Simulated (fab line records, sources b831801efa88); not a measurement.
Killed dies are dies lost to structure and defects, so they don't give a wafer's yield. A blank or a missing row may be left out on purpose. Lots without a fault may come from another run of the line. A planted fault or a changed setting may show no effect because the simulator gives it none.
A struck lot beside a sound one | flow sky130 | 16 steps out of a route of 708
Sound: wafers L406.3, L406.4, L406.5. Struck: wafers L411.2, L411.3, L411.5. The cause comes at the end.
At each step with rows: each side's tool, then ch and its chambers, then its first start. Under that, the readings that differ: sound wafers | struck wafers | difference of the means | sigmas: that difference in standard deviations of wafers without a fault.
alike: readings whose means differ by less than 2 such deviations, and words and numbers that are the same on both sides. not compared: withheld readings, readings that some wafer has no value for, bounds like >300 that may hide the same value, and numbers for which the record gives no deviation and whose values overlap.
The two part at a step that has a row with sigmas, a row that says differs or no value, or rows on one side only. Numbers that don't overlap but have no deviation are shown without sigmas and don't part them. A reading that every wafer of one side lacks parts them only if that side has two wafers or more.

first, 2 steps without rows for these wafers: SKY_METAL4_PEB_11; SKY_METAL4_DEVELOP_12 (develop time 60 s).
SKY_METAL4_CD_MEAS_13: target cd 300 nm.
  sound on cd_sem-01, day 42 15:20; struck on cd_sem-01, day 44 11:43
  alike: cd_nm
SKY_METAL4_OVL_MEAS_14:
  sound on overlay-01, day 42 15:25; struck on overlay-01, day 44 11:49
  alike: METAL4_OVL
SKY_METAL4_DESCUM_15: chemistry O2, time 8 s.
  sound on rie_metal-02 ch 0,1, day 42 15:28; struck on rie_metal-02 ch 0,1, day 44 11:51
  alike: drypump_motor_current_A, oes_product_au
  not compared: rf_hours_counter_h
SKY_METAL4_ETCH_16: etches BARC in N2/H2, stops on SiO2, time 88.2 s, target depth 60 nm.
  sound on rie_metal-02 ch 0,1, day 42 15:31; struck on rie_metal-02 ch 0,1, day 44 11:53
  alike: drypump_motor_current_A, oes_product_au, throttle_valve_pct
  not compared: rf_hours_counter_h
SKY_METAL4_ETCH_17: etches SiO2 in C4F8/O2/Ar, stops on TiN, time 3.9 s, target depth 15 nm.
  sound on rie_diel-03 ch 0,3, day 42 15:35; struck on rie_diel-03 ch 0,3, day 44 11:59
  alike: oes_product_au
  not compared: rf_hours_counter_h
SKY_METAL4_METAL_ETCH_18: etches the open film in Cl2/BCl3, stops on SiO2, target depth 845 nm, time 183.1 s.
  sound on rie_metal-03 ch 0,1, day 42 15:40; struck on rie_metal-03 ch 0,1, day 44 11:59
  alike: drypump_motor_current_A, oes_product_au, throttle_valve_pct
  not compared: rf_hours_counter_h
SKY_METAL4_STRIP_19: strips in O2/N2.
  sound on plasma_asher-03 ch 0,1, day 42 15:49; struck on plasma_asher-01 ch 0,1, day 44 12:10
  alike: drypump_motor_current_A, oes_product_au, strip_time_to_endpoint_s
  not compared: rf_hours_counter_h
then, 3 steps without rows for these wafers: SKY_METAL4_STRIP_20 (strips in post etch residue remover, time 1200 s); SKY_METAL4_CLEAN_21 (cleans in IPA, time 180 s); SKY_METAL4_CLEAN_22 (cleans in O3/DIW).
SKY_VIA4_HDPCVD_00: deposits SiO2, target thk 1750 nm, time 291.7 s.
  sound on hdpcvd-01 ch 0,1,2, day 42 16:22; struck on hdpcvd-01 ch 0,2, day 44 12:46
  reading                                  | sound             | struck            | difference | sigmas
  sih4_flow_sccm (sccm)                    | 59.93 60.23 59.78 | 71.80 72.17 72.18 | +12.07     | +71
  model.SiO2_of_VIA4_HDPCVD_00.thk_nm (nm) | 1716 1738 1757    | 2082 2073 2070    | +338       |
SKY_VIA4_THK_MEAS_01:
  sound on film_metro-01, day 42 16:34; struck on film_metro-02, day 44 12:57
  reading              | sound          | struck         | difference | sigmas
  VIA4_HDPCVD_THK (nm) | 1715 1739 1756 | 2082 2074 2071 | +339       | +20
then, 1 step without rows for these wafers: SKY_VIA4_CMP_02 (polishes SiO2).
-- the record jumps here: 4 days lie between the struck wafers' starts before and after (it left off in module VIA4 and takes up again in module PAD_OPEN, whose first step shown is number 708 of the route) --
SKY_PAD_OPEN_PROBE_99:
  sound on prober-02, day 46 18:09; struck on prober-01, day 48 07:04
  reading         | sound    | struck   | difference | sigmas
  killed_at_other | 3 0 3    | 0 0 0    | -2         | -3
  killed_open     | 60 55 48 | 36 43 42 | -14        | -2
  alike: defect_limited_yield, killed_at_M0_to_M3, killed_at_M4_up, killed_at_contacts, killed_at_front_end, killed_dies, killed_short, sort_bin_3_pad_short, sort_bin_5_function, sort_bin_6_memory, sort_n_pass, sort_yield_pct

WHERE THEY PART
First at SKY_VIA4_HDPCVD_00; last, within this record, at SKY_PAD_OPEN_PROBE_99.

WHY: what the simulator had put in
Process parameter drift: hdpcvd-01, from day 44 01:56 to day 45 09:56, at SKY_VIA4_HDPCVD_00. Setting sih4_flow_sccm, moved by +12, from 60. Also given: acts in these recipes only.
